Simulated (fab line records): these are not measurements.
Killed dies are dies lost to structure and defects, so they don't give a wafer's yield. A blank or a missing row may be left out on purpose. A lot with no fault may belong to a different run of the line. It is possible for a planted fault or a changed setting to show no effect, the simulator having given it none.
Comparing a struck lot with a sound one || flow sky130 || 14 out of 708 route steps
Sound: the wafers L736.1, L736.2, L736.5. Wafers struck: L738.4, L738.5, L738.6. The cause is named last.
For every step that has rows: the tool of each side, followed by ch and its chambers, followed by its first start. Under that, the readings that differ: sound wafers || struck wafers || difference of the means || sigmas: that difference in standard deviations of wafers without a fault.
alike: readings whose means differ by less than 2 such deviations, and words and numbers that are the same on both sides. not compared: withheld readings, readings that some wafer has no value for, bounds like >300 that may hide the same value, and numbers for which the record gives no deviation and whose values overlap.
Wherever a step has rows on one side only, a row that says differs or no value, or a row with sigmas, the two part there. Non-overlapping numbers with no deviation appear without sigmas and do not part them. A reading missing from all wafers of one side parts the sides only when that side holds two or more wafers.

first, 4 steps without rows for these wafers: SKY_VT_ADJUST_LVTN_SOFTBAKE_14 (time 60 s); SKY_VT_ADJUST_LVTN_EXPOSE_15 (exposes mask HVN STD DERIVED, target cd 600 nm); SKY_VT_ADJUST_LVTN_PEB_16; SKY_VT_ADJUST_LVTN_DEVELOP_17 (develop time 60 s).
SKY_VT_ADJUST_LVTN_OVL_MEAS_18:
  sound on overlay-01 at day 9 21:04; struck on overlay-01 at day 10 11:44
  alike: VT_ADJUST_LVTN_01_OVL
following that, these wafers have no rows for 1 step: SKY_VT_ADJUST_LVTN_IMPLANT_19.
SKY_VT_ADJUST_LVTN_STRIP_20: strips in O2/N2.
  sound on plasma asher-02 ch 0,1, day 9 21:15; struck on plasma asher-02 ch 0,1, day 10 11:56
{"reading": "strip time to endpoint s (s)", "sound": "14.16 14.14 14.18", "struck": "14.24 14.28 14.23", "difference": "+0.09", "sigmas": "+2"}
  alike: drypump motor current A, oes product au
  not compared: rf hours counter h
SKY_VT_ADJUST_LVTN_TW_MEAS_21:
  sound on film metro-02 at day 9 21:21; struck on film metro-04 at day 10 12:02
  alike: VT_ADJUST_LVTN_2_TW
then, 4 steps without rows for these wafers: SKY_VT_ADJUST_NCORE_DEHYDRATE_00 (time 60 s); SKY_VT_ADJUST_NCORE_HMDS_01 (prime time 60 s); SKY_VT_ADJUST_NCORE_COAT_02 (resist thk 1140 nm); SKY_VT_ADJUST_NCORE_SOFTBAKE_03 (time 60 s).
SKY_VT_ADJUST_NCORE_EXPOSE_04: exposes mask LVTN COMPLEMENT THIN, target cd 380 nm.
  sound on iline stepper-01 ch 0, day 10 09:02; struck on iline stepper-01, day 10 23:37
  no value came back on the struck wafers for exposure dose mJ cm2, focus offset nm (nm); on the sound wafers exposure dose mJ cm2 reads 139.29 139.10 138.75
  alike: mask
following that, these wafers have no rows for 1 step: SKY_VT_ADJUST_NCORE_PEB_05.

## WHERE THEY PART
Earliest at SKY_VT_ADJUST_LVTN_STRIP_20; latest, in this record, at SKY_VT_ADJUST_NCORE_EXPOSE_04.

WHY: what had been put in by the simulator
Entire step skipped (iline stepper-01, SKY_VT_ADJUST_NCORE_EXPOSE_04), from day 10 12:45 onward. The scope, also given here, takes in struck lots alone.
